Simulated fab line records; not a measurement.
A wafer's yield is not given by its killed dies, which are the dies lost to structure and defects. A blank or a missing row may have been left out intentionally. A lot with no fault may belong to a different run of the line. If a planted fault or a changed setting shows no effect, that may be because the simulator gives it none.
The tool behind it: which one? / flow gf180mcu / 14 lots with 42 wafers sampled at 4 steps, on a route of 602 steps

## WHAT THE GAUGES READ, wafer by wafer
GF_HV_LDD_RS_MEAS_53: uses a four-point probe to measure.
lot=L808; measured=day 12 06:17; on=film_metro-01; HV_LDD_RS (ohm/sq)=417.3 416.6 417.0
lot=L810; measured=day 13 02:41; on=film_metro-01; HV_LDD_RS (ohm/sq)=417.0 416.4 417.3
lot=L812; measured=day 13 18:36; on=film_metro-01; HV_LDD_RS (ohm/sq)=416.0 417.3 417.0
lot=L814; measured=day 14 07:11; on=film_metro-02; HV_LDD_RS (ohm/sq)=419.3 417.9 418.6
lot=L816; measured=day 15 05:33; on=film_metro-03; HV_LDD_RS (ohm/sq)=417.5 417.4 419.1
lot=L820; measured=day 16 13:27; on=film_metro-01; HV_LDD_RS (ohm/sq)=417.4 417.0 416.2
lot=L822; measured=day 17 06:35; on=film_metro-01; HV_LDD_RS (ohm/sq)=417.8 418.5 418.5
lot=L825; measured=day 18 03:40; on=film_metro-03; HV_LDD_RS (ohm/sq)=417.7 417.3 416.8
lot=L826; measured=day 18 10:01; on=film_metro-01; HV_LDD_RS (ohm/sq)=419.0 418.5 417.5
lot=L827; measured=day 18 17:31; on=film_metro-01; HV_LDD_RS (ohm/sq)=418.9 417.5 418.7
lot=L828; measured=day 19 05:40; on=film_metro-02; HV_LDD_RS (ohm/sq)=417.7 418.8 417.7
lot=L829; measured=day 19 11:42; on=film_metro-02; HV_LDD_RS (ohm/sq)=417.1 419.1 418.4
lot=L830; measured=day 19 18:46; on=film_metro-03; HV_LDD_RS (ohm/sq)=418.8 418.2 418.6
lot=L831; measured=day 20 04:38; on=film_metro-01; HV_LDD_RS (ohm/sq)=415.3 416.3 416.1

GF_SALICIDE_THK_MEAS_05: measures by xrf.
lot=L808; measured=day 15 00:07; on=film_metro-04; SALICIDE_TIN_THK (nm)=19.46 19.62 19.42
lot=L810; measured=day 15 23:26; on=film_metro-04; SALICIDE_TIN_THK (nm)=19.63 19.99 20.03
lot=L812; measured=day 16 15:42; on=film_metro-03; SALICIDE_TIN_THK (nm)=19.90 19.97 19.94
lot=L814; measured=day 17 06:05; on=film_metro-04; SALICIDE_TIN_THK (nm)=19.77 19.83 19.71
lot=L816; measured=day 18 08:29; on=film_metro-02; SALICIDE_TIN_THK (nm)=19.94 19.67 19.72
lot=L820; measured=day 19 17:08; on=film_metro-03; SALICIDE_TIN_THK (nm)=21.35 21.37 21.16
lot=L822; measured=day 20 11:57; on=film_metro-02; SALICIDE_TIN_THK (nm)=21.32 21.30 21.44
lot=L825; measured=day 21 08:38; on=film_metro-03; SALICIDE_TIN_THK (nm)=19.72 20.02 19.64
lot=L826; measured=day 21 15:04; on=film_metro-03; SALICIDE_TIN_THK (nm)=19.97 19.98 20.06
lot=L827; measured=day 21 22:08; on=film_metro-02; SALICIDE_TIN_THK (nm)=19.67 20.02 20.03
lot=L828; measured=day 22 10:07; on=film_metro-04; SALICIDE_TIN_THK (nm)=19.62 20.03 19.86
lot=L829; measured=day 22 15:44; on=film_metro-02; SALICIDE_TIN_THK (nm)=19.26 19.48 19.43
lot=L830; measured=day 22 21:58; on=film_metro-02; SALICIDE_TIN_THK (nm)=19.98 19.98 19.67
lot=L831; measured=day 23 08:06; on=film_metro-03; SALICIDE_TIN_THK (nm)=20.01 20.06 19.83

GF_CONTACT_CD_MEAS_14: target cd 220 nm.
lot=L808; measured=day 15 23:14; on=cd_sem-02; cd_nm (nm)=218.0 218.7 218.3
lot=L810; measured=day 16 22:58; on=cd_sem-01; cd_nm (nm)=220.8 220.9 221.0
lot=L812; measured=day 17 15:46; on=cd_sem-01; cd_nm (nm)=219.1 219.8 219.1
lot=L814; measured=day 18 06:31; on=cd_sem-01; cd_nm (nm)=220.5 220.4 218.9
lot=L816; measured=day 19 09:34; on=cd_sem-01; cd_nm (nm)=220.5 218.6 220.1
lot=L820; measured=day 20 18:01; on=cd_sem-01; cd_nm (nm)=222.0 221.2 221.9
lot=L822; measured=day 21 13:16; on=cd_sem-01; cd_nm (nm)=221.1 221.1 221.8
lot=L825; measured=day 22 09:17; on=cd_sem-01; cd_nm (nm)=222.1 220.8 221.2
lot=L826; measured=day 22 15:20; on=cd_sem-01; cd_nm (nm)=221.2 220.6 222.0
lot=L827; measured=day 22 22:17; on=cd_sem-01; cd_nm (nm)=219.4 219.0 218.2
lot=L828; measured=day 23 10:08; on=cd_sem-01; cd_nm (nm)=218.1 218.8 217.8
lot=L829; measured=day 23 15:26; on=cd_sem-01; cd_nm (nm)=218.8 219.1 219.4
lot=L830; measured=day 23 22:07; on=cd_sem-01; cd_nm (nm)=222.1 221.3 221.7
lot=L831; measured=day 24 07:55; on=cd_sem-02; cd_nm (nm)=219.9 217.6 218.6

## WHAT TOOL EACH LOT RAN ON (gives the tool, then ch and the chambers of the sampled wafers, and finally the start)
lot=L808; GF_SALICIDE_SPUTTER_03=pvd_sputter-04, day 14 23:57
lot=L810; GF_SALICIDE_SPUTTER_03=pvd_sputter-03, day 15 23:18
lot=L812; GF_SALICIDE_SPUTTER_03=pvd_sputter-01, day 16 15:33
lot=L814; GF_SALICIDE_SPUTTER_03=pvd_sputter-04, day 17 05:56
lot=L816; GF_SALICIDE_SPUTTER_03=pvd_sputter-01, day 18 08:20
lot=L820; GF_SALICIDE_SPUTTER_03=pvd_sputter-04, day 19 16:59
lot=L822; GF_SALICIDE_SPUTTER_03=pvd_sputter-04, day 20 11:49
lot=L825; GF_SALICIDE_SPUTTER_03=pvd_sputter-03, day 21 08:29
lot=L826; GF_SALICIDE_SPUTTER_03=pvd_sputter-01, day 21 14:54
lot=L827; GF_SALICIDE_SPUTTER_03=pvd_sputter-01, day 21 21:59
lot=L828; GF_SALICIDE_SPUTTER_03=pvd_sputter-03, day 22 09:58
lot=L829; GF_SALICIDE_SPUTTER_03=pvd_sputter-03, day 22 15:35
lot=L830; GF_SALICIDE_SPUTTER_03=pvd_sputter-03, day 22 21:48
lot=L831; GF_SALICIDE_SPUTTER_03=pvd_sputter-03, day 23 07:57
- GF_SALICIDE_SPUTTER_03: material TiN, target thk 20 nm, time 16.7 s.

## WHAT THE TOOLS THEMSELVES READ (means of the sampled wafers that have a number; where no wafer has one, the mark that the record gives instead)
GF_SALICIDE_SPUTTER_03.
lot=L808; tool=pvd_sputter-04; cathode_dc_power_W (W)=6499.2; throttle_valve_pct (%)=29.4
lot=L810; tool=pvd_sputter-03; cathode_dc_power_W (W)=6500.0; throttle_valve_pct (%)=29.5
lot=L812; tool=pvd_sputter-01; cathode_dc_power_W (W)=6499.7; throttle_valve_pct (%)=30.2
lot=L814; tool=pvd_sputter-04; cathode_dc_power_W (W)=6500.5; throttle_valve_pct (%)=29.6
lot=L816; tool=pvd_sputter-01; cathode_dc_power_W (W)=6500.7; throttle_valve_pct (%)=30.1
lot=L820; tool=pvd_sputter-04; cathode_dc_power_W (W)=6973.0; throttle_valve_pct (%)=29.6
lot=L822; tool=pvd_sputter-04; cathode_dc_power_W (W)=6972.3; throttle_valve_pct (%)=29.4
lot=L825; tool=pvd_sputter-03; cathode_dc_power_W (W)=6500.4; throttle_valve_pct (%)=29.5
lot=L826; tool=pvd_sputter-01; cathode_dc_power_W (W)=6499.9; throttle_valve_pct (%)=30.5
lot=L827; tool=pvd_sputter-01; cathode_dc_power_W (W)=6500.0; throttle_valve_pct (%)=30.3
lot=L828; tool=pvd_sputter-03; cathode_dc_power_W (W)=6499.0; throttle_valve_pct (%)=31.0
lot=L829; tool=pvd_sputter-03; cathode_dc_power_W (W)=6499.5; throttle_valve_pct (%)=29.7
lot=L830; tool=pvd_sputter-03; cathode_dc_power_W (W)=6500.5; throttle_valve_pct (%)=29.8
lot=L831; tool=pvd_sputter-03; cathode_dc_power_W (W)=6498.8; throttle_valve_pct (%)=29.7

## THE ANSWER, worked out from the rows above alone
Rule: the usual values come from the lots themselves. Put in order of their means at a reading, lots are off if they are a third of the lots or fewer, leave a main group of 4 or more, and stand apart from it by a gap of 3 or more times the standard deviation of the main group's means; of several such gaps the widest counts. A main group whose means are all the same, to the digits that the tables above print for the reading, isn't used. Also off: a lot with no number at a reading for which 4 or more lots have one. Where the step has rows for the other lots, those lots are counted as sound. The gauges are gone through in route order, then the tools' own readings, and for those a lot's mean is taken as printed above. The first step at which some lot is off is used, and at that step the reading that is off furthest; a lot without a number counts as furthest.
Off: L820, L822, at GF_SALICIDE_THK_MEAS_05 (SALICIDE_TIN_THK). The main group: mean 19.80 nm, standard deviation 0.18.
A tool fits if, at a process step before that reading, it ran every lot that is off, and no sound lot after the first of them. The gauges at GF_SALICIDE_THK_MEAS_05 aren't tried: what is off there is off at GF_SALICIDE_SPUTTER_03 too, on other tools, and a gauge's error can't cause that. One fits: GF_SALICIDE_SPUTTER_03 on pvd_sputter-04. Its last sound lot is L814 (day 17 05:56), its first lot that is off L820 (day 19 16:59): a fault that began between those two fits.
On the lots that are off, the tool's own readings at GF_SALICIDE_SPUTTER_03 differ by more than 5 times the standard deviation of the sound lots' means, which bears it out; cathode_dc_power_W reads 6972.6 W there versus 6499.9 W on the sound lots.

## WHAT HAD BEEN PUT IN BY THE SIMULATOR
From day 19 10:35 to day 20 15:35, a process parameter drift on pvd_sputter-04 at GF_SALICIDE_SPUTTER_03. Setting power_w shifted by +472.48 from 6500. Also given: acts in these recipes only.
Shown lots that were struck: L820, L822. This agrees with what the rule above found.
